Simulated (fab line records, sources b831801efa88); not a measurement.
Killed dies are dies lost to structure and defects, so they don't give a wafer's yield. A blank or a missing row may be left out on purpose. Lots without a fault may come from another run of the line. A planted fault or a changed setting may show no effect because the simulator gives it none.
Which tool did it? | flow sky130 | 7 lots, 20 wafers sampled, at 2 steps of a route of 708

WHAT THE GAUGES READ, wafer by wafer
SKY_SONOS_TUNNEL_CD_MEAS_07: target cd 410 nm.
lot  | measured     | on        | cd_nm (nm)
L802 | day 13 00:43 | cd_sem-02 | 410.1 410.6 411.2
L803 | day 13 13:35 | cd_sem-02 | 416.0 416.0 414.0
L806 | day 14 06:53 | cd_sem-01 | 411.7 411.8 409.6
L808 | day 14 19:19 | cd_sem-01 | 408.1 410.4 408.1
L811 | day 15 09:18 | cd_sem-02 | 410.1 413.0 411.9
L814 | day 16 23:46 | cd_sem-02 | 410.7 423.0
L820 | day 18 10:10 | cd_sem-01 | 412.9 412.6 412.4

WHICH TOOL RAN EACH LOT (tool, then ch and the chambers of the sampled wafers, then the start)
lot  | SKY_SONOS_TUNNEL_COAT_02
L802 | litho_track-04 ch 0, day 12 11:58
L803 | litho_track-03 ch 0, day 13 00:52
L806 | litho_track-03 ch 0, day 13 18:02
L808 | litho_track-03 ch 0, day 14 06:19
L811 | litho_track-02 ch 0, day 14 20:13
L814 | litho_track-02 ch 0, day 16 09:52
L820 | litho_track-04 ch 0, day 17 20:01
- SKY_SONOS_TUNNEL_COAT_02: resist thk 1140 nm.

THE ANSWER, worked out from the rows above alone
Rule: what is usual is taken from the lots themselves. Put in order of their means at a reading, lots are off if they are a third of the lots or fewer, leave a main group of 4 or more, and stand apart from it by a gap of 3 or more times the standard deviation of the main group's means; of several such gaps the widest counts. A main group whose means are all the same, to the digits that the tables above print for the reading, isn't used. A lot without any number at a reading at which 4 lots or more have one is off too. The other lots that the step has rows for count as sound.
No lot is off at any reading shown: from this, nothing can be told.

WHAT THE SIMULATOR HAD PUT IN
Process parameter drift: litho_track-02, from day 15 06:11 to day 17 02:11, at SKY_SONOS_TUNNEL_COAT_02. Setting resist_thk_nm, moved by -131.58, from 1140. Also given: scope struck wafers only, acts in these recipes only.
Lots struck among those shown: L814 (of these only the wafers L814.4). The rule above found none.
